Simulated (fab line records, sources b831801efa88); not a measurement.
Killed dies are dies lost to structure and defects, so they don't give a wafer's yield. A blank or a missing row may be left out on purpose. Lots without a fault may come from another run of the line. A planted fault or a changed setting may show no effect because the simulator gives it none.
A struck lot beside a sound one | flow gf180mcu | 18 steps out of a route of 602
Sound: wafers L849.3, L849.4, L849.5. Struck: wafers L860.1, L860.4, L860.5. The cause comes at the end.
At each step with rows: each side's tool, then ch and its chambers, then its first start. Under that, the readings that differ: sound wafers | struck wafers | difference of the means | sigmas: that difference in standard deviations of wafers without a fault.
alike: readings whose means differ by less than 2 such deviations, and words and numbers that are the same on both sides. not compared: withheld readings, readings that some wafer has no value for, bounds like >300 that may hide the same value, and numbers for which the record gives no deviation and whose values overlap.
The two part at a step that has a row with sigmas, a row that says differs or no value, or rows on one side only. Numbers that don't overlap but have no deviation are shown without sigmas and don't part them. A reading that every wafer of one side lacks parts them only if that side has two wafers or more.

first, 3 steps without rows for these wafers: GF_V3_EXPOSE_11 (exposes mask Via3, target cd 260 nm); GF_V3_PEB_12 (peb time 90 s); GF_V3_DEVELOP_13 (develop time 60 s).
GF_V3_CD_MEAS_14: target cd 260 nm.
  sound on cd_sem-01, day 22 11:53; struck on cd_sem-02, day 26 20:15
  alike: cd_nm
GF_V3_OVL_MEAS_15:
  sound on overlay-01, day 22 11:59; struck on overlay-02, day 26 20:22
  alike: V3_OVL
GF_V3_ETCH_16: etches BARC in N2/H2.
  sound on rie_diel-01 ch 1,3, day 22 12:01; struck on rie_diel-03 ch 0,2, day 26 20:25
  alike: drypump_motor_current_A, oes_product_au, throttle_valve_pct
GF_V3_ETCH_17: etches SiO2 in C4F8/O2/Ar, stops on TiN, target depth 635 nm.
  sound on rie_diel-01 ch 1,3; struck on rie_diel-03 ch 0,2
  alike: oes_product_au
GF_V3_STRIP_18: strips in O2/N2.
  sound on plasma_asher-03 ch 0,1, day 22 12:10; struck on plasma_asher-02 ch 0,1, day 26 20:32
  alike: drypump_motor_current_A, heater_power_w, oes_product_au, platen_temp_c
  not compared: rf_hours_counter_h
then, 3 steps without rows for these wafers: GF_V3_STRIP_19 (strips in post etch residue remover, time 1200 s); GF_V3_CLEAN_20 (cleans in DIW); GF_V3_SPUTTER_21 (material Ti, target thk 15 nm, time 80.02 s).
GF_V3_SPUTTER_22: material TiN, target thk 10 nm, time 40 s.
  sound on pvd_sputter-04, day 22 12:44; struck on pvd_sputter-02, day 26 21:08
  alike: throttle_valve_pct
GF_V3_CVD_23: deposits W, target thk 350 nm, time 104.9 s.
  sound on cvd_w-02 ch 0,1, day 22 12:49; struck on cvd_w-01 ch 0, day 26 21:10
  reading                          | sound             | struck            | difference | sigmas
  model.W_of_V3_CVD_23.thk_nm (nm) | 350.9 348.5 350.6 | 492.8 493.8 496.2 | +144.3     |
  alike: chamber_pressure_Torr, heater_power_w
GF_V3_RS_MEAS_24: measures by four-point-probe.
  sound on film_metro-04, day 22 12:55; struck on film_metro-01, day 26 21:17
  reading          | sound             | struck            | difference | sigmas
  V3_W_RS (ohm/sq) | 0.326 0.328 0.326 | 0.232 0.231 0.230 | -0.096     | -16
GF_V3_THK_MEAS_25: measures by xrf.
  sound on film_metro-04, day 22 13:01; struck on film_metro-01, day 26 21:24
  reading       | sound       | struck      | difference | sigmas
  V3_W_THK (nm) | 356 351 353 | 471 472 474 | +119       | +15
GF_V3_CMP_26: polishes, stops on SiO2, t overpolish 15 s, target thk 0 nm.
  sound on cmp-01 ch 0,1,3, day 22 13:04; struck on cmp-02 ch 0,2,3, day 26 21:34
  reading                | sound    | struck      | difference | sigmas
  time_to_endpoint_s (s) | 81 82 85 | 115 123 120 | +37        | +11
  alike: motor_current_A
GF_M4_SPUTTER_00: material Ti, target thk 37.5 nm, time 150 s.
  sound on pvd_sputter-01, day 22 13:22; struck on pvd_sputter-01, day 26 21:46
  alike: throttle_valve_pct
-- the record jumps here: 6 days lie between the struck wafers' starts before and after (it left off in module M4 and takes up again in module PASSIVATION, whose first step shown is number 602 of the route) --
GF_PASSIVATION_PROBE_99:
  the record has rows for the struck wafers here (prober-01, day 32 18:20) and none for the sound ones

WHERE THEY PART
First at GF_V3_RS_MEAS_24; last, within this record, at GF_PASSIVATION_PROBE_99.

WHY: what the simulator had put in
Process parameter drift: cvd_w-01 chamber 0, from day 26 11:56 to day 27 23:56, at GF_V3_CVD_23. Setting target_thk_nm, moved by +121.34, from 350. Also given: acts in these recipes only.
